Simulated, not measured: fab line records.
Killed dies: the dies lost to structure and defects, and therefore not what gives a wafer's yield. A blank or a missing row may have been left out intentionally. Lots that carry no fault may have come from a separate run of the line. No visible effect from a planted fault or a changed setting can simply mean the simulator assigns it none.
fab line records	flow sky130
record lots=7	wafers=20	lastDay=50
route steps=708 shown METAL3@561 VIA3@573 PAD_OPEN@708
lots untouched by any fault: they come from a run of this same line in which no faults occurred
startH: hours from the record's first day to the start of the lot's first wafer shown	waitH: hours since the lot's step before	" the same as in the row above	L1.1+2: several wafers, shown together as one row	- no value, or no start given	* or withheld: withheld	< > ~ a bound
route shown NAME@n: names a module that has steps shown in the file, with the first one's number in the route	usual: the fault-free wafers' mean and standard deviation	same: alike in all rows	chamber/n: place in a boat	sites: the reading at each site	_std_site: standard deviation of those values	_edge_site: inner sites' mean taken away from outer sites' mean	radiusMm: for every site, how far away it sits from the centre of the wafer	mask NAME#n: copy n	behind: the most recent tool/chamber to have shaped the wafer	hold: cause of the lot's hold/its duration in hours/its outcome	device: whichever transistor did not switch (one of n, p or np)	end of line: the tests these same wafers got at the end of their route	a step given without rows: its recipe and nothing more	killed: dies lost to structure and defects at the first sort, not the wafer's yield	map: the dies of a wafer, with x for killed, . for not killed, _ for no die there
set.NAME: the run value of the setting; set.NAME@STEP: its run value at that earlier step	model.NAME: the simulator's own value behind a step, which no gauge read
a table for each step, a row for each wafer; lots at some steps of the route
services: when a tool's chamber went out of use (startH, in hours from the record's first day, below 0 if earlier), for how many hours, and the reason
## steps
# step SKY_METAL3_PEB_11
# recipe pebTempC=withheld	pebTimeS=withheld	resist=KrF-thick
# step SKY_METAL3_DEVELOP_12
# recipe developTimeS=60	resist=KrF-thick	devTempC=21
# step SKY_METAL3_CD_MEAS_13
# recipe targetCdNm=300
# usual cdNm=299.8/1.2
lot.wafer	tool	chamber	startH	waitH	cdNm
L162.2	cdSem-02	-	949.38	-	299.8
L162.3	"	-	"	"	299.2
L162.5	"	-	"	"	299.1
L165.1	cdSem-01	-	963.88	-	301.6
L165.4	"	-	"	"	299.9
L165.6	"	-	"	"	300.0
L166.1	cdSem-01	-	977.23	-	299.4
L166.3	"	-	"	"	299.1
L166.6	"	-	"	"	298.1
L167.2	cdSem-01	-	983.69	-	299.9
L167.6	"	-	"	"	300.1
L176.2	cdSem-02	-	1051.58	-	298.2
L176.4	"	-	"	"	299.1
L176.6	"	-	"	"	298.9
L177.1	cdSem-01	-	1053.16	-	300.9
L177.3	"	-	"	"	299.7
L177.4	"	-	"	"	300.3
L179.1	cdSem-02	-	1062.14	-	298.2
L179.3	"	-	"	"	298.2
L179.6	"	-	"	"	297.5
# step SKY_METAL3_OVL_MEAS_14
# usual METAL3_OVL=1/6
lot.wafer	tool	chamber	startH	waitH	METAL3_OVL[nm]
L162.2	overlay-02	-	949.48	0.1	6
L162.3	"	-	"	"	4
L162.5	"	-	"	"	0
L165.1	overlay-02	-	964.00	0.1	0
L165.4	"	-	"	"	-1
L165.6	"	-	"	"	-5
L166.1	overlay-02	-	977.35	0.1	-9
L166.3	"	-	"	"	-9
L166.6	"	-	"	"	3
L167.2	overlay-01	-	983.80	0.1	9
L167.6	"	-	"	"	-4
L176.2	overlay-01	-	1051.68	0.1	8
L176.4	"	-	"	"	1
L176.6	"	-	"	"	2
L177.1	overlay-01	-	1053.28	0.1	5
L177.3	"	-	"	"	3
L177.4	"	-	"	"	4
L179.1	overlay-01	-	1062.26	0.1	2
L179.3	"	-	"	"	6
L179.6	"	-	"	"	-6
# step SKY_METAL3_DESCUM_15
# recipe chemistry=O2	sourcePowerW=150	biasPowerW=0	pressureMtorr=10	tempC=40	timeS=8
# usual drypumpMotorCurrentA=6.23/0.13	oesProductAu=1.002/0.011	rfFwdPowerW=146.9/0.69
# same biasPowerW=0	timeS=8
lot.wafer	tool	chamber	startH	waitH	drypumpMotorCurrentA	oesProductAu	rfFwdPowerW	rfHoursCounterH
L162.2	rieMetal-04	0	949.51	0.0	6.10	0.989	147.7	2
L162.3	"	0	"	"	6.06	0.994	148.0	-
L162.5	"	0	"	"	6.07	0.999	148.6	-
L165.1	rieMetal-01	0	964.04	0.0	6.29	1.022	146.5	19
L165.4	"	0	"	"	6.33	1.029	146.8	-
L165.6	"	0	"	"	6.34	1.022	146.5	-
L166.1	rieMetal-02	1	977.39	0.0	6.30	1.019	146.4	15
L166.3	"	1	"	"	6.27	1.016	146.5	-
L166.6	"	1	"	"	6.29	1.009	146.5	-
L167.2	rieMetal-04	1	983.83	0.0	6.35	0.996	147.2	9
L167.6	"	0	"	"	6.09	0.992	147.7	-
L176.2	rieMetal-01	1	1051.71	0.0	6.27	1.013	145.7	4
L176.4	"	1	"	"	6.27	1.016	146.3	-
L176.6	"	1	"	"	6.26	0.996	146.1	-
L177.1	rieMetal-01	0	1053.31	0.0	6.26	1.010	146.1	25
L177.3	"	0	"	"	6.26	1.010	145.8	-
L177.4	"	1	"	"	6.28	1.009	146.3	-
L179.1	rieMetal-01	0	1062.29	0.0	6.27	1.014	146.0	26
L179.3	"	0	"	"	6.30	0.994	145.7	-
L179.6	"	0	"	"	6.30	1.003	146.3	-
# step SKY_METAL3_ETCH_16
# recipe chemistry=N2/H2	target=BARC	ionEnergyEv=200	biasW=100	pressureMtorr=30	n2FlowSccm=100	h2FlowSccm=200	icpW=500	stopOn=SiO2	timeS=88.2	targetDepthA=600
# usual drypumpMotorCurrentA=6.24/0.13	oesProductAu=0.625/0.0047	rfFwdPowerW=496.2/2	throttleValvePct=13.204/0.0084
# same timeS=88.2
lot.wafer	tool	chamber	startH	waitH	drypumpMotorCurrentA	oesProductAu	rfFwdPowerW	rfHoursCounterH	throttleValvePct
L162.2	rieMetal-04	0	949.55	0.0	6.09	0.625	497.3	2	13.203
L162.3	"	0	"	"	6.10	0.618	499.1	-	13.199
L162.5	"	0	"	"	6.08	0.614	498.3	-	13.197
L165.1	rieMetal-01	0	964.10	0.1	6.30	0.631	491.3	19	13.206
L165.4	"	0	"	"	6.31	0.629	492.2	-	13.204
L165.6	"	0	"	"	6.27	0.628	492.4	-	13.197
L166.1	rieMetal-02	1	977.45	0.1	6.32	0.618	497.5	15	13.192
L166.3	"	1	"	"	6.36	0.619	496.8	-	13.206
L166.6	"	1	"	"	6.33	0.628	497.1	-	13.211
L167.2	rieMetal-04	1	983.86	0.0	6.35	0.629	497.2	9	13.217
L167.6	"	0	"	"	6.11	0.621	497.4	-	13.202
L176.2	rieMetal-01	1	1051.75	0.0	6.29	0.621	496.2	4	13.213
L176.4	"	1	"	"	6.29	0.623	496.4	-	13.201
L176.6	"	1	"	"	6.29	0.626	493.0	-	13.215
L177.1	rieMetal-01	0	1053.35	0.0	6.30	0.637	493.7	25	13.198
L177.3	"	0	"	"	6.28	0.621	492.4	-	13.214
L177.4	"	1	"	"	6.30	0.622	499.9	-	13.210
L179.1	rieMetal-01	0	1062.35	0.1	6.27	0.625	493.2	26	13.214
L179.3	"	0	"	"	6.30	0.620	493.0	-	13.209
L179.6	"	0	"	"	6.29	0.628	493.5	-	13.209
# step SKY_METAL3_ETCH_17
# recipe target=SiO2	stopOn=TiN	chemistry=C4F8/O2/Ar	sourceW=1500	biasW=1200	pressureMtorr=40	c4f8FlowSccm=withheld	O2_flow_sccm=6	Ar_flow_sccm=300	timeS=3.9	targetDepthA=150
# step SKY_METAL3_METAL_ETCH_18
# recipe targetDepthA=8450	stopOn=SiO2	overEtchFrac=0.3	timeS=183.1	chemistry=Cl2/BCl3	resistSidewallDeg=88	pressureMtorr=10	icpW=900	biasW=48.5	Cl2_flow_sccm=60	bcl3FlowSccm=30
# usual bcl3FlowSccm=30.00/0.097	drypumpMotorCurrentA=6.21/0.15	oesProductAu=0.866/0.0067	rfFwdPowerW=896.3/2.8	throttleValvePct=22.265/0.0095
# same timeS=183.1
lot.wafer	tool	chamber	startH	waitH	bcl3FlowSccm	drypumpMotorCurrentA	oesProductAu	rfFwdPowerW	rfHoursCounterH	throttleValvePct
L162.2	rieMetal-02	1	949.66	0.0	30.15	6.30	0.876	895.0	14	22.269
L162.3	"	1	"	"	30.07	6.28	0.867	896.1	-	22.278
L162.5	"	0	"	"	29.92	5.89	0.874	896.5	-	22.263
L165.1	rieMetal-04	0	964.32	0.0	30.12	6.10	0.867	895.5	3	22.268
L165.4	"	0	"	"	29.95	6.09	0.873	896.9	-	22.269
L165.6	"	1	"	"	30.07	6.34	0.870	894.0	-	22.262
L166.1	rieMetal-04	1	977.67	0.0	29.86	6.33	0.872	899.9	8	22.265
L166.3	"	1	"	"	29.92	6.33	0.867	896.4	-	22.270
L166.6	"	1	"	"	29.91	6.33	0.868	899.4	-	22.270
L167.2	rieMetal-02	1	983.98	0.0	29.80	6.31	0.854	893.5	16	22.269
L167.6	"	0	"	"	29.95	5.89	0.860	894.5	-	22.279
L176.2	rieMetal-02	1	1051.92	0.1	30.01	6.31	0.870	900.9	-	22.275
L176.4	"	1	"	"	30.00	6.28	0.857	900.5	-	22.265
L176.6	"	1	"	"	30.02	6.30	0.872	903.6	-	22.277
L177.1	rieMetal-02	1	1053.46	0.0	30.22	6.31	0.869	895.3	20	22.239
L177.3	"	1	"	"	30.17	6.31	0.867	897.2	-	22.259
L177.4	"	1	"	"	30.23	6.32	0.867	894.7	-	22.269
L179.1	rieMetal-02	1	1062.57	0.0	29.86	6.33	0.866	896.5	22	22.250
L179.3	"	1	"	"	30.02	6.31	0.871	898.2	-	22.270
L179.6	"	1	"	"	30.02	6.31	0.872	898.2	-	22.276
# step SKY_METAL3_STRIP_19
# recipe chemistry=O2/N2	powerW=1400	pressureMtorr=1500	platenTempC=withheld	o2FlowSccm=3000	n2FlowSccm=300	overashFraction=0.5
# usual drypumpMotorCurrentA=5.8/0.41	o2FlowSccm=2999/8.1	oesProductAu=0.500/0.0062	stripTimeToEndpointS=6.49/0.083
lot.wafer	tool	chamber	startH	waitH	drypumpMotorCurrentA	o2FlowSccm	oesProductAu	rfHoursCounterH	stripTimeToEndpointS
L162.2	plasmaAsher-03	0	949.84	0.1	5.6	2997	0.496	50	6.40
L162.3	"	1	"	"	5.7	2991	0.495	-	6.41
L162.5	"	1	"	"	5.7	2988	0.501	-	6.48
L165.1	plasmaAsher-01	0	964.50	0.1	6.5	2992	0.496	117	6.56
L165.4	"	0	"	"	6.5	2997	0.500	-	6.47
L165.6	"	0	"	"	6.5	3003	0.510	-	6.64
L166.1	plasmaAsher-01	0	977.85	0.1	6.5	2999	0.505	119	6.54
L166.3	"	1	"	"	6.6	3005	0.510	-	6.52
L166.6	"	0	"	"	6.5	2992	0.504	-	6.57
L167.2	plasmaAsher-02	1	984.16	0.1	5.7	3012	0.499	25	6.42
L167.6	"	0	"	"	5.4	2985	0.496	-	6.50
L176.2	plasmaAsher-02	1	1052.22	0.2	5.7	2990	0.507	33	6.52
L176.4	"	1	"	"	5.7	3005	0.504	-	6.51
L176.6	"	0	"	"	5.4	2999	0.496	-	6.49
L177.1	plasmaAsher-03	0	1053.85	0.3	5.6	2988	0.504	64	6.49
L177.3	"	0	"	"	5.6	3000	0.498	-	6.50
L177.4	"	1	"	"	5.8	3000	0.500	-	6.49
L179.1	plasmaAsher-03	0	1062.93	0.3	5.5	3000	0.504	65	6.47
L179.3	"	0	"	"	5.6	3004	0.499	-	6.45
L179.6	"	1	"	"	5.7	3007	0.493	-	6.44
# step SKY_METAL3_STRIP_20
# recipe chemistry=postEtchResidueRemover	timeS=1200	tempC=72.5
# step SKY_METAL3_CLEAN_21
# recipe chemistry=IPA	timeS=180	tempC=25
# step SKY_METAL3_CLEAN_22
# recipe chemistry=O3/DIW	dry=n2Spin
# step SKY_VIA3_HDPCVD_00
# recipe material=SiO2	targetThkNm=1635	sigmaOpenFrac=0.3	timeS=272.5	tempC=400	sih4FlowSccm=60	pressureMtorr=6
# usual runLengthS=300.1/0.54	sih4FlowSccm=60.03/0.17
lot.wafer	tool	chamber	startH	waitH	runLengthS	sih4FlowSccm	model.SiO2_of_VIA3_HDPCVD_00.thkNm
L162.2	hdpcvd-01	2	950.60	0.1	299.6	60.05	1658
L162.3	"	1	"	"	300.4	59.90	1638
L162.5	"	0	"	"	299.4	60.11	1638
L165.1	hdpcvd-01	2	965.11	0.0	299.7	60.12	1625
L165.4	"	2	"	"	354.0	59.98	1961
L165.6	"	0	"	"	355.0	59.66	1956
L166.1	hdpcvd-01	1	978.45	0.0	300.2	59.89	1655
L166.3	"	0	"	"	299.5	59.82	1641
L166.6	"	2	"	"	353.8	59.86	1965
L167.2	hdpcvd-01	0	984.75	0.0	299.5	59.99	1630
L167.6	"	1	"	"	356.0	60.22	1958
L176.2	hdpcvd-01	2	1052.81	0.0	299.2	59.94	1652
L176.4	"	1	"	"	300.5	60.28	1643
L176.6	"	0	"	"	299.5	59.92	1657
L177.1	hdpcvd-02	2	1054.44	0.0	300.3	60.03	1638
L177.3	"	0	"	"	299.9	59.86	1674
L177.4	"	0	"	"	299.7	59.97	1639
L179.1	hdpcvd-01	1	1063.52	0.0	300.7	60.04	1644
L179.3	"	2	"	"	299.7	60.15	1649
L179.6	"	2	"	"	299.2	60.08	1660
# step SKY_VIA3_THK_MEAS_01
# recipe reads=SiO2_of_VIA3_HDPCVD_00
# usual VIA3_HDPCVD_THK=1637/14
lot.wafer	tool	chamber	startH	waitH	VIA3_HDPCVD_THK[nm]
L162.2	filmMetro-04	-	950.78	0.1	1658
L162.3	"	-	"	"	1639
L162.5	"	-	"	"	1639
L165.1	filmMetro-04	-	965.27	0.1	1625
L165.4	"	-	"	"	1961
L165.6	"	-	"	"	1956
L166.1	filmMetro-01	-	978.62	0.1	1653
L166.3	"	-	"	"	1640
L166.6	"	-	"	"	1965
L167.2	filmMetro-02	-	984.93	0.1	1631
L167.6	"	-	"	"	1956
L176.2	filmMetro-04	-	1052.99	0.1	1654
L176.4	"	-	"	"	1643
L176.6	"	-	"	"	1657
L177.1	filmMetro-01	-	1054.61	0.1	1637
L177.3	"	-	"	"	1673
L177.4	"	-	"	"	1640
L179.1	filmMetro-04	-	1063.69	0.1	1644
L179.3	"	-	"	"	1651
L179.6	"	-	"	"	1660
# step SKY_VIA3_CMP_02
# recipe material=SiO2	downForcePsi=4	platenRpm=60	padVelocityMS=0.94248
# usual motorCurrentA=11.1/1.4
lot.wafer	tool	chamber	startH	waitH	motorCurrentA
L162.2	cmp-02	2	950.88	0.1	8.4
L162.3	"	3	"	"	11.1
L162.5	"	2	"	"	8.3
L165.1	cmp-02	3	965.38	0.1	10.9
L165.4	"	1	"	"	11.9
L165.6	"	2	"	"	8.9
L166.1	cmp-01	1	978.78	0.1	10.6
L166.3	"	2	"	"	9.8
L166.6	"	3	"	"	12.2
L167.2	cmp-02	0	984.98	0.0	12.9
L167.6	"	1	"	"	12.0
L176.2	cmp-02	2	1053.04	0.0	8.7
L176.4	"	3	"	"	10.9
L176.6	"	2	"	"	8.4
L177.4	cmp-02	3	1054.67	0.0	11.0
L177.3	"	1	"	"	11.2
L177.1	"	2	"	"	8.6
L179.1	cmp-01	2	1063.80	0.1	10.1
L179.3	"	3	"	"	12.2
L179.6	"	2	"	"	9.7
# step SKY_PAD_OPEN_PROBE_99
# usual defectLimitedYield=82.4/1.8	killed_at_M0_to_M3=45/6.8	killed_at_M4_up=3.2/1.6	killedAtContacts=24/5.1	killedAtFrontEnd=14/4.4	killedAtOther=0.4/0.65	killedDies=87/8.8	killedOpen=47/7.2	killedShort=39/6.1	sort_bin_3_pad_short=0.9/0.38	sort_bin_5_function=10.4/1.5	sort_bin_6_memory=6.4/1.1	sortNPass=405/8.8	sortYieldPct=82.4/1.8
# same grossDies=492	killedAtBackSide=0	sort_bin_4_leakage[%]=0	sort_bin_8_speed[%]=0
lot.wafer	tool	chamber	startH	waitH	defectLimitedYield[%]	killed_at_M0_to_M3	killed_at_M4_up	killedAtContacts	killedAtFrontEnd	killedAtOther	killedDies	killedOpen	killedShort	sort_bin_3_pad_short[%]	sort_bin_5_function[%]	sort_bin_6_memory[%]	sortNPass	sortYieldPct[%]
L162.2	prober-02	-	1114.89	0.1	85.2	36	1	26	10	0	73	51	21	0	9.1	5.7	419	85.2
L162.3	prober-02	-	1114.94	0.2	82.7	44	3	20	18	0	85	43	40	1.4	8.9	6.9	407	82.7
L162.5	prober-02	-	1115.04	0.2	81.1	44	3	39	7	0	93	51	42	0.8	12.2	5.9	399	81.1
L165.1	prober-01	-	1126.34	0.1	83.7	39	3	29	9	0	80	49	31	0.2	11.0	5.1	412	83.7
L165.4	prober-01	-	1126.49	0.2	83.5	37	3	31	9	1	81	52	29	0.4	8.7	7.3	411	83.5
L165.6	prober-01	-	1126.59	0.2	81.5	47	3	22	18	1	91	51	40	0.8	11.0	6.7	401	81.5
L167.6	prober-02	-	1145.16	0.2	83.9	43	2	22	12	0	79	45	34	0.2	9.3	6.5	413	83.9
# killed by level:class
L162.2 CONTACT:geometricParticle:open=16 VIA1:geometricParticle:open=13 VIA3:geometricParticle:open=7 FIELD_ISO:geometricParticle:open=4 CONTACT:geometricParticle:short=4 VIA1:geometricParticle:short=4 VIA2:geometricParticle:open=4 FIELD_ISO:geometricParticle:short=3
L162.3 VIA2:geometricParticle:open=9 CONTACT:geometricParticle:open=7 VIA1:geometricParticle:open=7 FIELD_ISO:geometricParticle:short=6 LI_CONTACT:geometricParticle:open=5 VIA1:geometricParticle:short=5 VIA3:geometricParticle:open=4 POLY_GATE:geometricParticle:open=4
L162.5 CONTACT:geometricParticle:open=12 CONTACT:geometricParticle:short=10 METAL2:geometricParticle:short=10 VIA2:geometricParticle:open=9 VIA1:geometricParticle:open=8 LOCAL_INTERCONNECT:geometricParticle:short=7 LI_CONTACT:geometricParticle:open=6 VIA3:geometricParticle:open=5
L165.1 CONTACT:geometricParticle:open=14 VIA1:geometricParticle:open=10 VIA2:geometricParticle:open=8 VIA3:geometricParticle:open=7 LI_CONTACT:geometricParticle:open=6 METAL1:geometricParticle:short=5 CONTACT:geometricParticle:short=4 FIELD_ISO:geometricParticle:short=3
L165.4 CONTACT:geometricParticle:open=16 VIA2:geometricParticle:open=10 LI_CONTACT:geometricParticle:open=6 VIA1:geometricParticle:open=6 METAL1:geometricParticle:short=5 LOCAL_INTERCONNECT:geometricParticle:short=4 CONTACT:geometricParticle:short=4 METAL2:geometricParticle:open=4
L165.6 VIA1:geometricParticle:open=11 VIA1:geometricParticle:short=10 VIA2:geometricParticle:open=10 CONTACT:geometricParticle:open=9 METAL3:geometricParticle:short=7 FIELD_ISO:geometricParticle:open=6 CONTACT:geometricParticle:short=5 FIELD_ISO:geometricParticle:short=4
L167.6 LI_CONTACT:geometricParticle:open=10 VIA1:geometricParticle:open=8 VIA2:geometricParticle:open=8 VIA3:geometricParticle:open=7 CONTACT:geometricParticle:open=6 VIA3:geometricParticle:short=6 FIELD_ISO:geometricParticle:short=4 CONTACT:geometricParticle:short=4
## services
tool	chamber	startH	hours	kind
hdpcvd-02	-	950.25	15.0	pm
hdpcvd-02	0	950.25	15.0	ventCycle
hdpcvd-02	1	950.25	15.0	ventCycle
hdpcvd-02	2	950.25	15.0	ventCycle
rieMetal-01	1	954.60	-	clean
rieMetal-01	1	954.60	34.2	scheduledDown
rieMetal-01	1	954.60	34.2	ventCycle
rieMetal-02	-	956.76	1.4	pm
plasmaAsher-02	-	960.83	9.2	repair
cmp-02	-	964.60	0.3	repair
rieMetal-02	0	969.84	10.9	repair
plasmaAsher-01	-	979.70	15.6	pm
cmp-01	-	1026.79	11.4	pm
hdpcvd-02	-	1045.97	0.5	repair
plasmaAsher-01	-	1047.71	13.1	repair
rieMetal-02	0	1050.42	-	clean
rieMetal-02	0	1050.42	17.3	scheduledDown
rieMetal-02	0	1050.42	17.3	ventCycle
cmp-02	-	1055.84	0.7	repair
rieMetal-01	1	1057.85	5.7	repair
plasmaAsher-01	-	1060.80	9.0	pm
plasmaAsher-01	0	1060.80	9.0	ventCycle
plasmaAsher-01	1	1060.80	9.0	ventCycle
cmp-02	-	1063.06	2.0	repair
## key
firstSign step=SKY_VIA3_HDPCVD_00	reading=runLengthS	direction=up	sigmas=99+	usual=*	struck=*
effect step=SKY_VIA3_THK_MEAS_01	reading=VIA3_HDPCVD_THK	direction=up	sigmas=23	usual=1637	struck=1960
modelEffect step=SKY_VIA3_HDPCVD_00	value=SiO2_of_VIA3_HDPCVD_00.thkNm	without=1632	struck=1960
metAt SKY_VIA3_HDPCVD_00
struckWafers L165.4,L165.6,L166.6,L167.6
onsetBetween 950.60 965.11
fault kind=processParameterDrift	tool=hdpcvd-01	chamber=-	onsetH=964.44	steps=SKY_VIA3_HDPCVD_00	channel=timeS	offset=*	shape=step	endH=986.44	scope=struckWafersOnly	actsIn=*	stated=*
